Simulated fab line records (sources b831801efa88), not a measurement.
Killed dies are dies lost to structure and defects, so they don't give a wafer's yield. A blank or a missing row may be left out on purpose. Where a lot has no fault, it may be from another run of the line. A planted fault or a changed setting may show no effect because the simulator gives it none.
Lot-split experiment | flow sky130 | route with 708 steps; 5 lots, 23 wafers read

== ABOUT THE SPLIT ==
At SKY_LDD_P_COAT_02 (resist thk 1140 nm), the setting resistThkNm was moved away from the recipe's 1140 nm on 11 of the 23 wafers read, by -5.4% to +4.4%. This setting was run at the recipe's value on the other wafers.

The reading is taken at the split's own step.

== THE READING ==
NOVOLAK_of_LDD_P_COAT_02.thkNm (the simulator's own value, which no gauge read), in nm, at SKY_LDD_P_COAT_02 (resist thk 1140 nm). No usual value for it is given in the file. Average 1138 nm, standard deviation 3.1 nm, over the 12 wafers here run with the recipe.

wafer  | tool, chamber at the split | resistThkNm as run, nm | against the recipe | NOVOLAK_of_LDD_P_COAT_02.thkNm, nm | against lot-mates on the recipe
L074.1 | lithoTrack-04, 0           | 1140                   | recipe             | 1140                               | -
L074.2 | lithoTrack-04, 0           | 1190                   | +4.4%              | 1188                               | +50
L074.3 | lithoTrack-04, 0           | 1140                   | recipe             | 1136                               | -
L074.4 | lithoTrack-04, 0           | 1190                   | +4.4%              | 1190                               | +52
L074.6 | lithoTrack-04, 0           | 1190                   | +4.4%              | 1189                               | +51
L078.1 | lithoTrack-03, 0           | 1140                   | recipe             | 1136                               | -
L078.2 | lithoTrack-03, 0           | 1140                   | recipe             | 1139                               | -
L078.4 | lithoTrack-03, 0           | 1078                   | -5.4%              | 1074                               | -64
L078.5 | lithoTrack-03, 0           | 1078                   | -5.4%              | 1074                               | -64
L078.6 | lithoTrack-03, 0           | 1078                   | -5.4%              | 1078                               | -60
L081.2 | lithoTrack-03, 0           | 1140                   | recipe             | 1136                               | -
L081.3 | lithoTrack-03, 0           | 1140                   | recipe             | 1134                               | -
L081.6 | lithoTrack-03, 0           | 1140                   | recipe             | 1137                               | -
L083.1 | lithoTrack-02, 0           | 1115                   | -2.2%              | 1116                               | -28
L083.2 | lithoTrack-02, 0           | 1140                   | recipe             | 1144                               | -
L083.6 | lithoTrack-02, 0           | 1140                   | recipe             | 1144                               | -
L083.4 | lithoTrack-02, 0           | 1115                   | -2.2%              | 1117                               | -27
L083.5 | lithoTrack-02, 0           | 1115                   | -2.2%              | 1117                               | -27
L085.1 | lithoTrack-03, 0           | 1116                   | -2.1%              | 1115                               | -23
L085.2 | lithoTrack-03, 0           | 1140                   | recipe             | 1135                               | -
L085.3 | lithoTrack-03, 0           | 1140                   | recipe             | 1140                               | -
L085.4 | lithoTrack-03, 0           | 1116                   | -2.1%              | 1112                               | -26
L085.6 | lithoTrack-03, 0           | 1140                   | recipe             | 1138                               | -

THE FIT
A straight line over all 23 wafers: NOVOLAK_of_LDD_P_COAT_02.thkNm changes by +11.5 nm for each +1% of resistThkNm; r = +1.00; the points scatter about the line by 2.9 nm.
The same after taking each lot's own level away (the mean of its wafers on the recipe; 23 wafers): +11.6 nm for each +1%; r = +1.00; scatter 1.7 nm.
According to that fit, moving resistThkNm by its largest amount changes the reading by 63 nm.
The span of the lots' own levels, 1135.7 to 1144.0 nm, comes to 2.7 times the standard deviation stated above.
Consequently the slope shifts little with the lot-to-lot level, the two slopes agreeing.
Check: -63 nm against its lot-mates is what the line predicts for one of the wafers moved furthest among these (-5.4%) when that wafer is left out of the fit. Against them it came out at -63.5 nm.

== OTHER SPLITS ON THESE WAFERS ==
Before the reading, these wafers also passed through other splits. Each is held against what the fit with the lots' levels taken away leaves over:
other split on the same wafers     | wafers away from the commonest value | r with NOVOLAK_of_LDD_P_COAT_02.thkNm (lot level and that fit taken away)
SKY_SONOS_ONO_CVD_02 timeS         | 15                                   | +0.25
SKY_SONOS_ONO_EXPOSE_10 doseMj     | 9                                    | -0.32
SKY_SONOS_ONO_ETCH_15 timeS        | 10                                   | +0.10
SKY_POLY_GATE_CVD_03 pressureMtorr | 18                                   | +0.19
SKY_POLY_GATE_OXIDATION_20 tempC   | 15                                   | +0.15

== THE WHOLE CHAIN: every reading that the file lists as answering this split, in the file's order ==
step               | what it does       | reading                                                                         | change (the file's fit)              | r (the file's)
SKY_LDD_P_COAT_02  | resist thk 1140 nm | NOVOLAK_of_LDD_P_COAT_02.thkNm (the simulator's own value, which no gauge read) | +11.6 nm for each +1% of the setting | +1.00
SKY_LDD_P_STRIP_10 | strips in O2/N2    | stripTimeToEndpointS                                                            | withheld for each +1% of the setting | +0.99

== THE FILE'S OWN FIT ==
NOVOLAK_of_LDD_P_COAT_02.thkNm changes by +11.6 nm for each +1% of resistThkNm, r = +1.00.
